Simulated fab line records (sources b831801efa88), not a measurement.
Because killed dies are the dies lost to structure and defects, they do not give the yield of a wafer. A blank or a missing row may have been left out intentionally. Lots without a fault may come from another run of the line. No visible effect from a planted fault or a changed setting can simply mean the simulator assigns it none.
Struck lot and sound lot, side by side    flow sky130    43 out of 708 route steps
Sound: these wafers, L864.1, L864.4, L864.5. Struck: wafer L874.3 (left out: L874.5, L874.6 of the same lot, which were not struck); the cause appears at the end.
Per side, at each step with rows, come the tool, then ch with its chambers, and then its first start. Under that, the readings that differ: sound wafers    struck wafers    difference of the means    sigmas: that difference in standard deviations of wafers without a fault.
alike: same words and numbers on both sides, and readings whose means sit less than 2 such deviations apart. not compared: any withheld reading, any reading some wafer has no value for, any bound like >300 that may hide the same value, and any number with overlapping values for which the record gives no deviation.
Wherever a step has rows on one side only, a row that says differs or no value, or a row with sigmas, the two part there. Numbers that don't overlap but have no deviation are shown without sigmas and don't part them. A reading missing from all wafers of one side parts the sides only when that side holds two or more wafers.

first, 3 steps without rows for these wafers: SKY_CONTACT_EXPOSE_11 (exposes mask CTM1, target cd 170 nm); SKY_CONTACT_PEB_12; SKY_CONTACT_DEVELOP_13 (develop time 61.45 s).
SKY_CONTACT_CD_MEAS_14: target cd 170 nm.
  sound on cd_sem-02, day 32 01:55; struck on cd_sem-02, day 35 05:34
  alike: cd_nm
SKY_CONTACT_OVL_MEAS_15:
  sound on overlay-01, day 32 02:02; struck on overlay-02, day 35 05:40
  alike: CONTACT_OVL
then, 1 step without rows for these wafers: SKY_CONTACT_ETCH_16 (etches BARC in N2/H2, stops on SiO2, time 45.9 s, target depth 60 nm).
SKY_CONTACT_ETCH_17: etches SiO2 in C4F8/O2/Ar, stops on Si3N4, target depth 340 nm.
  sound on rie_diel-03 ch 0,1, day 32 02:07; struck on rie_diel-02 ch 0, day 35 05:44
reading                sound              struck  difference  sigmas
oes_product_au (a.u.)  0.889 0.885 0.890  0.898   +0.010      +2
then, 5 steps without rows for these wafers: SKY_CONTACT_ETCH_18 (etches Si3N4 in CHF3/O2, stops on TiN, time 39 s, target depth 75 nm); SKY_CONTACT_STRIP_19 (strips in O2/N2); SKY_CONTACT_STRIP_20 (strips in post etch residue remover, time 1200 s); SKY_CONTACT_CLEAN_21 (cleans in IPA, time 180 s); SKY_CONTACT_CLEAN_22 (cleans in O3/DIW).
SKY_CONTACT_SPUTTER_23: material TiN, target thk 20 nm, time 80 s.
  sound on pvd_sputter-04, day 32 02:49; struck on pvd_sputter-02, day 35 06:25
  alike: throttle_valve_pct
SKY_CONTACT_CVD_24: deposits W, target thk 340 nm, time 102.12 s.
  sound on cvd_w-01 ch 0,1, day 32 02:52; struck on cvd_w-01 ch 0, day 35 06:31
  alike: heater_power_w
SKY_CONTACT_RS_MEAS_25: measurement is done with a four-point probe.
  sound on film_metro-04, day 32 02:59; struck on film_metro-03, day 35 06:38
  alike: CONTACT_W_RS
SKY_CONTACT_THK_MEAS_26: measures by xrf.
  sound on film_metro-04, day 32 03:06; struck on film_metro-03, day 35 06:44
  alike: CONTACT_W_THK
then, 1 step without rows for these wafers: SKY_CONTACT_CMP_27 (polishes, stops on SiO2, t overpolish 15 s, target thk 0 nm).
SKY_METAL1_SPUTTER_00: material Ti, target thk 15 nm, time 10 s.
  sound on pvd_sputter-03, day 32 03:28; struck on pvd_sputter-03, day 35 07:04
  alike: throttle_valve_pct
then, 1 step without rows for these wafers: SKY_METAL1_SPUTTER_01 (material TiN, target thk 20 nm, time 16.7 s).
SKY_METAL1_SPUTTER_02: material AlCu, target thk 250 nm, time 13.3 s.
  sound on pvd_sputter-03, day 32 03:31; struck on pvd_sputter-03, day 35 07:07
  alike: throttle_valve_pct
then, 2 steps without rows for these wafers: SKY_METAL1_SPUTTER_03 (material Ti, target thk 5 nm, time 3.3 s); SKY_METAL1_SPUTTER_04 (material TiN, target thk 70 nm, time 61.03 s).
SKY_METAL1_RS_MEAS_05: measurement is done with a four-point probe.
  sound on film_metro-01, day 32 03:36; struck on film_metro-01, day 35 07:15
  alike: METAL1_ALCU_RS
SKY_METAL1_THK_MEAS_06: measures by xrf.
  sound on film_metro-01, day 32 03:43; struck on film_metro-01, day 35 07:21
  alike: METAL1_ALCU_THK
then, 8 steps without rows for these wafers: SKY_METAL1_DEHYDRATE_07 (time 60 s); SKY_METAL1_HMDS_08 (prime time 60 s); SKY_METAL1_COAT_09 (resist thk 60 nm); SKY_METAL1_COAT_10 (resist thk 450 nm); SKY_METAL1_SOFTBAKE_11 (time 90 s); SKY_METAL1_EXPOSE_12 (exposes mask MM1, target cd 140 nm); SKY_METAL1_PEB_13; SKY_METAL1_DEVELOP_14 (develop time 60 s).
SKY_METAL1_CD_MEAS_15: target cd 140 nm.
  sound on cd_sem-01, day 33 06:35; struck on cd_sem-02, day 36 09:13
  alike: cd_nm
SKY_METAL1_OVL_MEAS_16:
  sound on overlay-01, day 33 06:43; struck on overlay-02, day 36 09:19
reading          sound    struck  difference  sigmas
METAL1_OVL (nm)  -7 -1 1  10      +12         +2
then, 2 steps without rows for these wafers: SKY_METAL1_DESCUM_17 (chemistry O2, time 8 s); SKY_METAL1_ETCH_18 (etches BARC in N2/H2, stops on SiO2, time 45.9 s, target depth 60 nm).
SKY_METAL1_METAL_ETCH_19: etches the open film in Cl2/BCl3, stops on SiO2, target depth 360 nm, time 78 s.
  sound on rie_metal-03 ch 0, day 33 06:56; struck on rie_metal-04 ch 1, day 36 09:28
reading                 sound                 struck  difference  sigmas
throttle_valve_pct (%)  22.272 22.277 22.273  22.248  -0.026      -3
  alike: drypump_motor_current_A, he_backside_leak_sccm, oes_product_au
  not compared: rf_hours_counter_h
then, 5 steps without rows for these wafers: SKY_METAL1_STRIP_20 (strips in O2/N2); SKY_METAL1_STRIP_21 (strips in post etch residue remover, time 1200 s); SKY_METAL1_CLEAN_22 (cleans in IPA, time 180 s); SKY_METAL1_CLEAN_23 (cleans in O3/DIW); SKY_VIA1_HDPCVD_00 (deposits SiO2, target thk 1030 nm, time 171.7 s).
-- the record jumps here: 12 days lie between the struck wafers' starts before and after (it left off in module VIA1 and takes up again in module PAD_OPEN, whose first step shown is number 708 of the route) --
SKY_PAD_OPEN_PROBE_99:
  sound on prober-02, day 46 01:50; struck on prober-01, day 48 11:33
reading             sound     struck  difference  sigmas
killed_at_contacts  32 24 24  85      +58         +10
killed_dies         99 94 90  148     +54         +6
  alike: killed_at_M0_to_M3, killed_at_M4_up, killed_at_front_end, killed_at_other, killed_open, killed_short

WHERE THEY PART
At SKY_CONTACT_ETCH_17 first; at SKY_PAD_OPEN_PROBE_99 last (within this record only).

WHY: the cause the simulator had injected
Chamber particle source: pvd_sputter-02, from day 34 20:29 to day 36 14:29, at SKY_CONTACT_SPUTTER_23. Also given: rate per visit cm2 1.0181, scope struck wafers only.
